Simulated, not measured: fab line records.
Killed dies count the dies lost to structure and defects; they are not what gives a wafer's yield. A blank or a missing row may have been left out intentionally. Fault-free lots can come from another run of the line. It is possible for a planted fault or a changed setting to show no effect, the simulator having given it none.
Matching of chambers | flow sky130 | cmp-01 running SKY_VIA3_CMP_24: 4 sister chambers
The step polishes, stops on SiO2, t overpolish 20 s, target thk 0 nm. 24 wafers are shown with their chamber, then 12 later ones without.

## WAFERS WITH THEIR CHAMBER
wafer  | chamber | motor_current_A (A) | head_pressure_psi (psi) | time_to_endpoint_s (s)
L074.1 | 2       | 11.5                | 3.495                   | 88
L074.3 | 3       | 10.7                | 3.497                   | 90
L074.5 | 3       | 10.0                | 3.513                   | 93
L077.2 | 2       | 10.9                | 3.492                   | 94
L077.4 | 3       | 10.2                | 3.505                   | 96
L077.5 | 3       | 10.0                | 3.499                   | 95
L080.1 | 2       | 10.8                | 3.487                   | 94
L080.2 | 0       | 10.1                | 3.501                   | 96
L080.3 | 3       | 9.7                 | 3.500                   | 93
L082.1 | 1       | 9.6                 | 3.491                   | 95
L082.2 | 2       | 10.4                | 3.511                   | 86
L082.4 | 3       | 9.9                 | 3.504                   | 94
L083.3 | 3       | 9.8                 | 3.503                   | 96
L083.5 | 3       | 9.8                 | 3.495                   | 97
L083.6 | 2       | 10.7                | 3.495                   | 95
L084.1 | 2       | 10.9                | 3.482                   | 92
L084.2 | 1       | 9.0                 | 3.493                   | 99
L084.3 | 0       | 10.0                | 3.490                   | 98
L086.1 | 1       | 9.1                 | 3.490                   | 95
L086.3 | 3       | 9.7                 | 3.513                   | 94
L086.5 | 0       | 9.8                 | 3.510                   | 94
L088.2 | 2       | 10.8                | 3.484                   | 86
L088.3 | 0       | 10.7                | 3.511                   | 91
L088.4 | 1       | 8.9                 | 3.509                   | 90

SIGNATURES, as means of the wafers listed above
reading            | chamber 0 | chamber 1 | chamber 2 | chamber 3 | scatter within a chamber
motor_current_A    | 10.150    | 9.150     | 10.857    | 9.978     | 0.331
head_pressure_psi  | 3.50300   | 3.49575   | 3.49229   | 3.50322   | 0.00843
time_to_endpoint_s | 94.75     | 94.75     | 90.71     | 94.22     | 3.13
Rule: for each reading, subtract the chamber's mean from the wafer's reading, divide by that reading's scatter and square the result; add these up over the readings and take the root, which gives the wafer's distance from the chamber. The wafer belongs to the nearest chamber; if the next one is less than 2 further off, it can't be placed. The scatter: take each reading less its chamber's mean, square it, sum over the shown wafers, divide by the number of wafers less the number of chambers, and take the root.

## WAFERS WHOSE CHAMBER IS MISSING
wafer  | motor_current_A (A) | head_pressure_psi (psi) | time_to_endpoint_s (s)
L089.2 | 10.0                | 3.499                   | 94
L089.5 | 9.5                 | 3.502                   | 93
L089.6 | 11.3                | 3.494                   | 87
L090.3 | 10.1                | 3.493                   | 91
L090.5 | 10.1                | 3.485                   | 92
L090.6 | 8.9                 | 3.511                   | 92
L092.2 | 9.0                 | 3.496                   | 91
L092.4 | 11.0                | 3.498                   | 92
L092.5 | 9.0                 | 3.497                   | 94
L097.4 | 10.0                | 3.503                   | 94
L097.5 | 11.0                | 3.500                   | 93
L097.6 | 9.3                 | 3.503                   | 93

## WHICH CHAMBER EACH ONE RAN IN
wafer  | from the rows above               | in truth
L089.2 | can't be placed: 3 or 0           | 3
L089.5 | can't be placed: 1 or 3 or 0      | 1
L089.6 | 2                                 | 2
L090.3 | can't be placed: 3 or 0 or 2 or 1 | 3
L090.5 | can't be placed: 3 or 0 or 2 or 1 | 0
L090.6 | can't be placed: 1 or 3 or 0      | 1
L092.2 | can't be placed: 1 or 3           | 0
L092.4 | can't be placed: 2 or 0           | 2
L092.5 | 1                                 | 1
L097.4 | can't be placed: 3 or 0           | 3
L097.5 | can't be placed: 2 or 0 or 3      | 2
L097.6 | can't be placed: 1 or 3 or 0      | 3
Correctly placed: 2 of 12. Not placeable from these rows: 10 (in 9, the candidates include the true chamber). 0 placed wrongly.
